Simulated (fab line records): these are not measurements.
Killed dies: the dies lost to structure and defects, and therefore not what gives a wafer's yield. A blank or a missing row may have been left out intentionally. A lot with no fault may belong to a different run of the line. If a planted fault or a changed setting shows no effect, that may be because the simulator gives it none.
Code-filled problem report in 8D (eight disciplines) form -- flow sky130 -- the parts of the form that need people (team, actions taken, sign-off) are left out

1. WHAT IS WRONG
oes product au at SKY_FIELD_ISO_ETCH_14 reads a mean of 0.800 a.u. on 6 wafers of 2 lots; wafers without a fault read 0.855 a.u. with a standard deviation of 0.0047. That is -12 standard deviations from the usual mean.
The step: etches BARC in N2/H2, stops on SiO2, time 45.9 s, target depth 60 nm.
Earliest sighting: wafer L642.2 on rie diel-01 at day 3 16:58. Wafers with a number at this step in the record: 36, from 12 lots. Rule for "out" (also "out of limits"): further than 4 standard deviations from the usual mean. All remaining wafers that have a number are taken as sound.

2. WHAT THIS IS AND IS NOT
question,is,is not
which readings at this step,oes product au,drypump motor current A
which lots,"L642, L645","L636, L637, L638, L639, L640, L641, L646, L651, L654, L657"
which wafers of those lots,all that have a number,-
read on which tools,rie diel-01,"rie diel-03, rie diel-04"
when,from day 3 16:58,"up to then (18 sound wafers); but 12 sound wafers of L646, L651, L654, L657 came after"

3. SUSPECTS, AND WHAT RULES EACH OUT
Counting: a tool at any process step up to the reading remains a suspect when it ran all the lots that are out and ran no sound lot after the first of those.
- litho track-02 at SKY_FIELD_ISO_COAT_07 (resist thk 60 nm): kept. Every lot that is out went through it, starting with L642 (day 3 08:58), and after that it ran no sound lot; the last sound lot it ran before then is L641 (day 3 03:41).
- rie diel-01 at SKY_FIELD_ISO_ETCH_14 (etches BARC in N2/H2, stops on SiO2, time 45.9 s, target depth 60 nm): kept. Every lot that is out went through it, starting with L642 (day 3 16:58), and after that it ran no sound lot; the last sound lot it ran before then is L639 (day 3 01:58). Its own readings are out on those wafers: oes product au.
After counting, litho track-02 at SKY_FIELD_ISO_COAT_07 and rie diel-01 at SKY_FIELD_ISO_ETCH_14 remain.

4. THE CAUSE (what the simulator had put in)
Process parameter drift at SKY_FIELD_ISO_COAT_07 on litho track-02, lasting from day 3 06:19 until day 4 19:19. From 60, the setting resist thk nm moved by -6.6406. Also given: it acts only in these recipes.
Counting left 2 suspects, and this tool is among them.

5. THE EFFECT CHAIN, in route order
Rows list readings where the struck wafers' mean (over those with a number) sits beyond 3 standard deviations from the usual. Only readings whose record carries a usual standard deviation are examined. hours: median over the lots of the time between each lot's start at the first step of this table that gives one and its start at this step. sigmas: the change, counted in usual standard deviations.
hours,step,reading,usual,on struck wafers,change,sigmas
0,SKY_FIELD_ISO_ETCH_14,oes product au,0.855 a.u.,0.800,-0.055,-12
It contains these process steps:
- SKY_FIELD_ISO_ETCH_14: etches BARC in N2/H2, stops on SiO2, time 45.9 s, target depth 60 nm.
Later steps that measure or inspect, where all struck wafers having a row at the step show a number for every such reading and not one has moved that far: SKY_FIELD_ISO_THK_MEAS_23.

6. HOW IT WOULD HAVE BEEN CAUGHT EARLIER
First out-of-limits reading in this record: day 3 16:58, which is 11 hours after fault onset at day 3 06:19.
Tool readings at SKY_FIELD_ISO_COAT_07 with a usual standard deviation given in the record: none out on any struck wafer, hence no alarm at a limit of 4 standard deviations on them.
L645, from the lots that are out (2), started SKY_FIELD_ISO_COAT_07 on litho track-02 later than day 3 16:58. Had the tool been put on hold then, it would have been spared.
